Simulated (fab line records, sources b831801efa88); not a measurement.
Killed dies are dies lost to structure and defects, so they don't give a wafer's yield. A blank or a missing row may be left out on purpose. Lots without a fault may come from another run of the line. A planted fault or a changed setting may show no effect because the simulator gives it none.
Problem report in the 8D (eight disciplines) form, filled by code | flow sky130 | the parts of the form that need people (team, actions taken, sign-off) are left out

1. THE PROBLEM
heater_power_total_W at SKY_RES_PROTECT_SOFTBAKE_03 reads a mean of 60.02 W on 2 wafers of 2 lots; wafers without a fault read 56.60 W with a standard deviation of 0.041. That is +84 standard deviations from the usual mean.
The step: time 60 s.
First seen on wafer L988.4, day 17 22:34, on litho_track-03. The record holds 42 wafers of 14 lots with a number at this step. Rule for "out", or "out of limits": more than 4 standard deviations from the usual mean. The other wafers with a number count as sound.

2. WHAT IT IS AND WHAT IT IS NOT
question                    | is                   | is not
which readings at this step | heater_power_total_W | chill_plate_temp_C, resist_line_temp_C
which lots                  | L988, L990           | L100, L978, L980, L981, L984, L992, L993, L994, L995, L997, L998, L999
which wafers of those lots  | L988.4, L990.4       | L988.1, L988.2, L990.2, L990.3
read on which tools         | litho_track-03       | litho_track-01, litho_track-02
when                        | from day 17 22:34    | up to then (14 sound wafers); but 26 sound wafers of L100, L990, L992, L993, L994, L995, L997, L998, L999 came after

3. SUSPECTS, AND WHAT RULES EACH OUT
Counting: a tool at a process step up to the reading stays a suspect if it ran every lot that is out. Sound lots after the first of them don't rule it out here, since some wafers of a struck lot are sound.
- litho_track-03 at SKY_RES_PROTECT_SOFTBAKE_03 (time 60 s): kept. It ran every lot that is out, first L988 (day 17 22:34); its last sound lot up to then is L984 (day 17 00:46). Its own readings are out on those wafers: heater_power_total_W.
Left after counting: litho_track-03 at SKY_RES_PROTECT_SOFTBAKE_03.

4. THE CAUSE (what the simulator had put in)
Process parameter drift: litho_track-03, from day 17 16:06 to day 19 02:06, at SKY_RES_PROTECT_SOFTBAKE_03. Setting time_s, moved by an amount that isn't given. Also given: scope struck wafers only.
Counting left only this tool.

5. THE CHAIN OF EFFECTS, in route order
Each row: a reading whose mean over the struck wafers that have a number lies more than 3 standard deviations from the usual. Only readings for which the record gives a usual standard deviation are gone through. hours: the time from each lot's start at the first step in this table that gives one to its start at this step, as a median over the lots. sigmas: the change in usual standard deviations.
hours | step                        | reading              | usual   | on struck wafers | change | sigmas
0     | SKY_RES_PROTECT_SOFTBAKE_03 | heater_power_total_W | 56.60 W | 60.02            | +3.42  | +84
The process steps in it:
- SKY_RES_PROTECT_SOFTBAKE_03: time 60 s.
Later measuring or inspecting steps at which every struck wafer that the step has a row for has a number for every such reading, and none has moved that far: SKY_POLY_GATE_CD_MEAS_13.

6. WHAT WOULD HAVE CAUGHT IT SOONER
In this record the first reading out of limits was taken at day 17 22:34, 6 hours after the fault began at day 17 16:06.
